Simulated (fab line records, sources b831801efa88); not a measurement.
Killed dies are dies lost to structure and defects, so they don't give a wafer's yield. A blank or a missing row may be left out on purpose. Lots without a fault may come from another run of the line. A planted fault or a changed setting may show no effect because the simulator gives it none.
Which tool did it? | flow gf180mcu | 13 lots, 39 wafers sampled, at 5 steps of a route of 602

WHAT THE GAUGES READ, wafer by wafer
GF_V3_CD_MEAS_14: target cd 260 nm.
lot  | measured     | on        | cd_nm (nm)
L105 | day 22 14:05 | cd_sem-01 | 261.9 262.7 261.6
L106 | day 22 23:42 | cd_sem-01 | 260.4 261.3 261.2
L107 | day 23 10:47 | cd_sem-02 | 258.1 259.5 259.2
L108 | day 23 13:37 | cd_sem-02 | 259.4 259.9 259.4
L109 | day 23 17:19 | cd_sem-02 | 260.5 261.9 261.8
L112 | day 25 01:00 | cd_sem-02 | 260.6 260.6 260.7
L115 | day 25 23:26 | cd_sem-01 | 260.3 261.3 259.9
L117 | day 26 15:49 | cd_sem-01 | 260.5 261.7 260.6
L121 | day 27 21:19 | cd_sem-01 | 261.0 260.0 261.3
L122 | day 28 06:17 | cd_sem-01 | 261.8 262.1 262.9
L124 | day 28 14:32 | cd_sem-02 | 260.1 259.2 259.0
L127 | day 29 12:13 | cd_sem-01 | 259.4 258.7 259.7
L128 | day 29 14:05 | cd_sem-02 | 259.5 260.0 260.0

GF_V4_THK_MEAS_01.
lot  | measured     | on            | V4_CVD_00_THK (nm)
L105 | day 23 15:55 | film_metro-03 | 599 608 601
L106 | day 24 01:02 | film_metro-02 | 600 604 596
L107 | day 24 11:34 | film_metro-01 | 596 596 602
L108 | day 24 14:06 | film_metro-03 | 598 600 599
L109 | day 24 18:22 | film_metro-02 | 603 593 611
L112 | day 26 00:55 | film_metro-02 | 600 601 615
L115 | day 26 23:19 | film_metro-03 | 307 305 596 307 305 597
L117 | day 27 14:31 | film_metro-01 | 594 312 599 594 313 599
L121 | day 28 19:04 | film_metro-03 | 591 592 588
L122 | day 29 03:43 | film_metro-02 | 587 594 586
L124 | day 29 11:43 | film_metro-03 | 595 601 600
L127 | day 30 10:02 | film_metro-03 | 601 595 607
L128 | day 30 11:05 | film_metro-03 | 604 595 594

GF_V4_BOW_MEAS_05.
lot  | measured     | on            | V4_BOW (um)
L105 | day 23 16:25 | film_metro-01 | 133 139 145
L106 | day 24 01:32 | film_metro-02 | 131 112 127
L107 | day 24 12:04 | film_metro-01 | 121 129 136
L108 | day 24 14:36 | film_metro-02 | 147 140 133
L109 | day 24 18:52 | film_metro-03 | 143 145 138
L112 | day 26 01:24 | film_metro-01 | 131 136 135
L115 | day 27 04:15 | film_metro-02 | 123 113 116
L117 | day 27 21:32 | film_metro-01 | 130 119 131
L121 | day 28 19:35 | film_metro-03 | 127 123 134
L122 | day 29 04:12 | film_metro-01 | 119 135 125
L124 | day 29 12:13 | film_metro-03 | 127 129 132
L127 | day 30 10:32 | film_metro-01 | 130 133 134
L128 | day 30 11:41 | film_metro-03 | 145 142 146

WHICH TOOL RAN EACH LOT (tool, then ch and the chambers of the sampled wafers, then the start)
lot  | GF_V3_SPUTTER_22             | GF_V4_CVD_00
L105 | pvd_sputter-04, day 22 15:22 | hdpcvd-02 ch 0,1,2, day 23 15:49
L106 | pvd_sputter-03, day 23 00:35 | hdpcvd-02 ch 0,1,2, day 24 00:58
L107 | pvd_sputter-01, day 23 11:39 | hdpcvd-02 ch 1,2, day 24 11:29
L108 | pvd_sputter-01, day 23 14:28 | hdpcvd-01 ch 1,2, day 24 14:01
L109 | pvd_sputter-04, day 23 18:16 | hdpcvd-02 ch 0,1,2, day 24 18:17
L112 | pvd_sputter-03, day 25 01:53 | hdpcvd-01 ch 0,1, day 26 00:50
L115 | pvd_sputter-03, day 26 00:19 | hdpcvd-02 ch 0,1, day 26 23:15
L117 | pvd_sputter-04, day 26 16:42 | hdpcvd-02 ch 0,1,2, day 27 14:27
L121 | pvd_sputter-01, day 27 22:16 | hdpcvd-01 ch 0,1, day 28 18:59
L122 | pvd_sputter-01, day 28 07:12 | hdpcvd-01 ch 0,1,2, day 29 03:38
L124 | pvd_sputter-04, day 28 15:25 | hdpcvd-01 ch 0,1, day 29 11:38
L127 | pvd_sputter-04, day 29 13:04 | hdpcvd-01 ch 0,1,2, day 30 09:57
L128 | pvd_sputter-01, day 29 14:56 | hdpcvd-01 ch 0,2, day 30 10:59
- GF_V3_SPUTTER_22: material TiN, target thk 10 nm, time 40 s.
- GF_V4_CVD_00: deposits SiO2, target thk 600 nm, time 100 s.

WHAT THE TOOLS THEMSELVES READ (means of the sampled wafers that have a number; where no wafer has one, the mark that the record gives instead)
GF_V3_SPUTTER_22.
lot  | tool           | throttle_valve_pct (%)
L105 | pvd_sputter-04 | 29.2
L106 | pvd_sputter-03 | 30.2
L107 | pvd_sputter-01 | 30.0
L108 | pvd_sputter-01 | 30.2
L109 | pvd_sputter-04 | 29.5
L112 | pvd_sputter-03 | 31.8
L115 | pvd_sputter-03 | 30.2
L117 | pvd_sputter-04 | 30.5
L121 | pvd_sputter-01 | 29.2
L122 | pvd_sputter-01 | 30.0
L124 | pvd_sputter-04 | 30.2
L127 | pvd_sputter-04 | 29.3
L128 | pvd_sputter-01 | 29.1

GF_V4_CVD_00.
lot  | tool      | sih4_flow_sccm (sccm)
L105 | hdpcvd-02 | 60.11
L106 | hdpcvd-02 | 60.00
L107 | hdpcvd-02 | 59.92
L108 | hdpcvd-01 | 60.03
L109 | hdpcvd-02 | 60.03
L112 | hdpcvd-01 | 60.16
L115 | hdpcvd-02 | 39.83
L117 | hdpcvd-02 | 49.88
L121 | hdpcvd-01 | 59.99
L122 | hdpcvd-01 | 60.01
L124 | hdpcvd-01 | 60.03
L127 | hdpcvd-01 | 59.97
L128 | hdpcvd-01 | 60.03

THE ANSWER, worked out from the rows above alone
Rule: what is usual is taken from the lots themselves. Put in order of their means at a reading, lots are off if they are a third of the lots or fewer, leave a main group of 4 or more, and stand apart from it by a gap of 3 or more times the standard deviation of the main group's means; of several such gaps the widest counts. A main group whose means are all the same, to the digits that the tables above print for the reading, isn't used. A lot without any number at a reading at which 4 lots or more have one is off too. The other lots that the step has rows for count as sound. The gauges are gone through in route order, then the tools' own readings, and for those a lot's mean is taken as printed above. The first step at which some lot is off is used, and at that step the reading that is off furthest; a lot without a number counts as furthest.
Off: L115, L117, at GF_V4_THK_MEAS_01 (V4_CVD_00_THK). The main group: mean 599 nm, standard deviation 4.7.
A tool fits if, at a process step before that reading, it ran every lot that is off, and no sound lot after the first of them. The gauges at GF_V4_THK_MEAS_01 aren't tried: what is off there is off at GF_V4_CVD_00 too, on other tools, and a gauge's error can't cause that. One fits: hdpcvd-02 at GF_V4_CVD_00. Its last sound lot is L109 (day 24 18:17), its first lot that is off L115 (day 26 23:15): a fault that began between those two fits.
The tool's own readings at GF_V4_CVD_00 bear it out: on the lots that are off they differ by more than 5 times the standard deviation of the sound lots' means. sih4_flow_sccm reads 44.86 sccm there against 60.03 sccm on the sound lots.

WHAT THE SIMULATOR HAD PUT IN
Process parameter drift: hdpcvd-02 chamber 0, from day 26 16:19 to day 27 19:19, at GF_V4_CVD_00. Setting sih4_flow_sccm, moved by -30, from 60. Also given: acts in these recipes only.
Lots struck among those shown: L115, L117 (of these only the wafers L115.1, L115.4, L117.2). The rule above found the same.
